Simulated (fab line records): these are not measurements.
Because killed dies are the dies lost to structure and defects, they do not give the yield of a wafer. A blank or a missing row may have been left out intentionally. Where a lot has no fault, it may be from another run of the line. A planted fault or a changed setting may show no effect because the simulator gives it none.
A lot that was struck, set against a sound lot :: flow sky130 :: 20 out of 708 route steps
Sound: the wafers L507.1, L507.5, L507.6. Struck: wafer L518.6 (left out: L518.4, a lot-mate that was not struck); the cause follows at the end.
At each step with rows: each side's tool, then ch and its chambers, then its first start. Under that, the readings that differ: sound wafers :: struck wafers :: difference of the means :: sigmas: that difference in standard deviations of wafers without a fault.
alike: readings whose means differ by less than 2 such deviations, and words and numbers that are the same on both sides. not compared: withheld readings, readings that some wafer has no value for, bounds like >300 that may hide the same value, and numbers for which the record gives no deviation and whose values overlap.
Wherever a step has rows on one side only, a row that says differs or no value, or a row with sigmas, the two part there. When numbers do not overlap yet have no deviation, they are printed without sigmas and do not part them. A reading missing from all wafers of one side parts the sides only when that side holds two or more wafers.

first, 4 steps without rows for these wafers: SKY_METAL1_STRIP_21 (strips in post etch residue remover, time 1200 s); SKY_METAL1_CLEAN_22 (cleans in IPA, time 180 s); SKY_METAL1_CLEAN_23 (cleans in O3/DIW); SKY_VIA1_HDPCVD_00 (deposits SiO2, target thk 1030 nm, time 171.7 s).
SKY_VIA1_THK_MEAS_01:
  sound on film metro-03 at day 34 14:14; struck on film metro-04 at day 38 08:37
  alike: VIA1_HDPCVD_THK
SKY_VIA1_CMP_02: polishes SiO2.
  sound on cmp-01 ch 1,2,3, day 34 14:26; struck on cmp-02 ch 0, day 38 08:48
  alike: motor current A, retaining ring pressure frac
SKY_VIA1_BOW_MEAS_03:
  sound on film metro-03 at day 34 14:35; struck on film metro-02 at day 38 09:01
  alike: VIA1_BOW
then, 5 steps without rows for these wafers: SKY_VIA1_DEHYDRATE_04 (time 60 s); SKY_VIA1_HMDS_05 (prime time 60 s); SKY_VIA1_COAT_06 (resist thk 60 nm); SKY_VIA1_COAT_07 (resist thk 450 nm); SKY_VIA1_SOFTBAKE_08 (time 90 s).
SKY_VIA1_EXPOSE_09: exposes mask VIM, target cd 150 nm.
  sound on krf scanner-02 ch 0, day 35 03:13; struck on krf scanner-01 ch 0, day 38 22:20
  alike: mask
then, 2 steps without rows for these wafers: SKY_VIA1_PEB_10; SKY_VIA1_DEVELOP_11 (develop time 60 s).
SKY_VIA1_CD_MEAS_12: the cd target is 150 nm.
  sound on cd sem-01 at day 35 16:34; struck on cd sem-01 at day 39 10:31
reading: cd nm (nm)
sound: 154.8 153.7 152.4
struck: 99.2
difference: -54.4
sigmas: -32
SKY_VIA1_OVL_MEAS_13:
  sound on overlay-02 at day 35 16:41; struck on overlay-01 at day 39 10:35
  alike: VIA1_OVL
SKY_VIA1_ETCH_14: etches BARC in N2/H2, stops on SiO2, time 45.9 s, target depth 60 nm.
  sound on rie diel-01 ch 2,3, day 35 16:43; struck on rie diel-01 ch 2, day 39 10:36
reading: bias w (W)
sound: 99.95 99.52 99.98
struck: 100.45
difference: +0.63
sigmas: +2

reading: model.VIA1.cd nm (nm)
sound: 155 152.8 152.5
struck: 98.67
difference: -54.76
sigmas: 
  alike: drypump motor current A, oes product au, throttle valve pct
  not compared: rf hours counter h
SKY_VIA1_ETCH_15: etches SiO2 in C4F8/O2/Ar, stops on TiN, target depth 351 nm, time 54 s.
  sound on rie diel-01 ch 2,3, day 35 16:45; struck on rie diel-01 ch 2, day 39 10:39
  alike: bias w, oes product au
  not compared: rf hours counter h
-- the record jumps here: 10 days lie between the struck wafers' starts before and after (it left off in module VIA1 and takes up again in module PAD_OPEN, whose first step shown is number 708 of the route) --
SKY_PAD_OPEN_PROBE_99:
  sound on prober-01 at day 47 01:10; struck on prober-01 at day 49 22:38
reading: defect limited yield (%)
sound: 82.3 80.5 82.5
struck: 0
difference: -82
sigmas: -45

reading: killed_at_M0_to_M3
sound: 38 50 35
struck: 443
difference: +402
sigmas: +52

reading: killed at other
sound: 1 0 3
struck: 0
difference: -1
sigmas: -2

reading: killed dies
sound: 87 96 86
struck: 492
difference: +402
sigmas: +44

reading: killed on rim
sound: 15 18 12
struck: 96
difference: +81
sigmas: +23

reading: sort_bin_5_function (%)
sound: 12.2 13.8 8.9
struck: 92.3
difference: +80.7
sigmas: +54

reading: sort n pass
sound: 405 396 406
struck: 0
difference: -402
sigmas: -44

reading: sort yield pct (%)
sound: 82.3 80.5 82.5
struck: 0
difference: -82
sigmas: -45
  alike: killed_at_M4_up, killed at contacts, killed at front end, killed open, killed short, sort_bin_3_pad_short, sort_bin_6_memory

== WHERE THEY PART ==
Last at SKY_PAD_OPEN_PROBE_99 as far as this record goes, first at SKY_VIA1_CD_MEAS_12.

WHY: whatever the simulator had introduced
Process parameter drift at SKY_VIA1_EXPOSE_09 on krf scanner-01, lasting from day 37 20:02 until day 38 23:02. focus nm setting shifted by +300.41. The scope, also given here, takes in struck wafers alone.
